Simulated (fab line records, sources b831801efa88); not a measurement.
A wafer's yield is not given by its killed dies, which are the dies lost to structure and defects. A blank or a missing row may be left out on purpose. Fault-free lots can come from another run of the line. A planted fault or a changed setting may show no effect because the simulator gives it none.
A lot that was struck, set against a sound lot | flow sky130 | 14 out of 708 route steps
Sound: the wafers L850.1, L850.4, L850.6. Wafers struck: L846.2, L846.3, L846.4. At the end, the cause is stated.
At each step with rows: each side's tool, then ch and its chambers, then its first start. Under that, the readings that differ: sound wafers | struck wafers | difference of the means | sigmas: that difference in standard deviations of wafers without a fault.
alike: same words and numbers on both sides, and readings whose means sit less than 2 such deviations apart. not compared: any withheld reading, any reading some wafer has no value for, any bound like >300 that may hide the same value, and any number with overlapping values for which the record gives no deviation.
The two part at a step that has a row with sigmas, a row that says differs or no value, or rows on one side only. Non-overlapping numbers with no deviation appear without sigmas and do not part them. A reading that every wafer of one side lacks parts them only if that side has two wafers or more.

SKY_NWELL_RS_MEAS_29: a four-point-probe measurement.
  sound on film metro-04 at day 9 21:54; struck on film metro-04 at day 8 17:46
  alike: NWELL_RS
SKY_NWELL_RS_MEAS_31: a four-point-probe measurement.
  sound on film metro-04 at day 9 22:08; struck on film metro-04 at day 8 18:01
  alike: PWDE_RS
then, 7 steps without rows for these wafers: SKY_VT_ADJUST_HVTP_DEHYDRATE_00 (time 60 s); SKY_VT_ADJUST_HVTP_HMDS_01 (prime time 60 s); SKY_VT_ADJUST_HVTP_COAT_02 (resist thk 1140 nm); SKY_VT_ADJUST_HVTP_SOFTBAKE_03 (time 60 s); SKY_VT_ADJUST_HVTP_EXPOSE_04 (exposes mask HVTPM, target cd 380 nm); SKY_VT_ADJUST_HVTP_PEB_05; SKY_VT_ADJUST_HVTP_DEVELOP_06 (develop time 60 s).
SKY_VT_ADJUST_HVTP_CD_MEAS_07: target cd 380 nm.
  sound on cd sem-02 at day 10 20:23; struck on cd sem-02 at day 9 14:48
  alike: cd nm
SKY_VT_ADJUST_HVTP_OVL_MEAS_08:
  sound on overlay-02 at day 10 20:30; struck on overlay-02 at day 9 14:55
  alike: VT_ADJUST_HVTP_OVL
SKY_VT_ADJUST_HVTP_IMPLANT_09:
  sound on implanter-01 ch 0, day 10 20:32; struck on implanter-03 ch 0, day 9 14:58
  reading                   | sound                | struck               | difference | sigmas
  beam energy keV           | 149.95 150.04 150.00 | 140.99 141.02 141.01 | -8.99      | -99 or more
  model.implant.rp nm (nm)  | 82.91 82.91 82.91    | 79.39 79.39 79.39    | -3.52      |
  model.implant.drp nm (nm) | 33.4 33.4 33.4       | 31.8 31.8 31.8       | -1.6       |
SKY_VT_ADJUST_HVTP_STRIP_10: strips in O2/N2.
  sound on plasma asher-04 ch 0,1, day 10 20:41; struck on plasma asher-04 ch 0,1, day 9 15:05
  alike: drypump motor current A, oes product au, strip time to endpoint s
  not compared: rf hours counter h
-- a jump in the record: the struck wafers' starts before and after are 39 days apart (it breaks off in module VT_ADJUST_HVTP and resumes in module PAD_OPEN, where the first step shown is number 708 of the route) --
SKY_PAD_OPEN_PROBE_99:
  sound on prober-01 at day 49 23:56; struck on prober-01 at day 49 00:56
  reading                                    | sound                | struck               | difference | sigmas
  killed at contacts                         | 24 41 23             | 25 19 14             | -10        | -2
  killed short                               | 40 53 50             | 40 25 30             | -16        | -2
  model.etest.tip p.rs ohm sq                | 6926 6870 6894       | 6991 7013 6992       | +102       |
  model.etest.pfet_01v8.r on ohm um          | 2840 2890 2879       | 2976 3060 2944       | +124       |
  model.etest.pfet_01v8.drive ua um          | 197.7 192.7 196.1    | 186.4 179.9 187.5    | -10.9      |
  model.etest.pfet_01v8_mvt.drive ua um      | 155.8 152.8 152.6    | 145.5 142.7 145.6    | -9.1       |
  model.etest.pfet_01v8_hvt.drive ua um      | 149.9 145.4 145.2    | 138.9 133.1 139.2    | -9.8       |
  model.etest.pfet_01v8_mvt.off log10 a um   | -10.68 -10.79 -10.7  | -11.69 -11.87 -11.68 | -1.02      |
  model.etest.pfet_01v8.off log10 a um       | -9.485 -9.775 -9.766 | -10.71 -11.31 -10.52 | -1.17      |
  model.etest.sram pfet latch.off log10 a um | -12.59 -12.62 -13.06 | -13.18 -13.32 -13.23 | -0.49      |
  alike: killed_at_M0_to_M3, killed_at_M4_up, killed at front end, killed at other, killed dies, killed open

== WHERE THEY PART ==
At SKY_VT_ADJUST_HVTP_IMPLANT_09 first; at SKY_PAD_OPEN_PROBE_99 last (within this record only).

WHY: whatever the simulator had introduced
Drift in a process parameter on implanter-03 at SKY_VT_ADJUST_HVTP_IMPLANT_09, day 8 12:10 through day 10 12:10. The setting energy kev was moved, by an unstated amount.
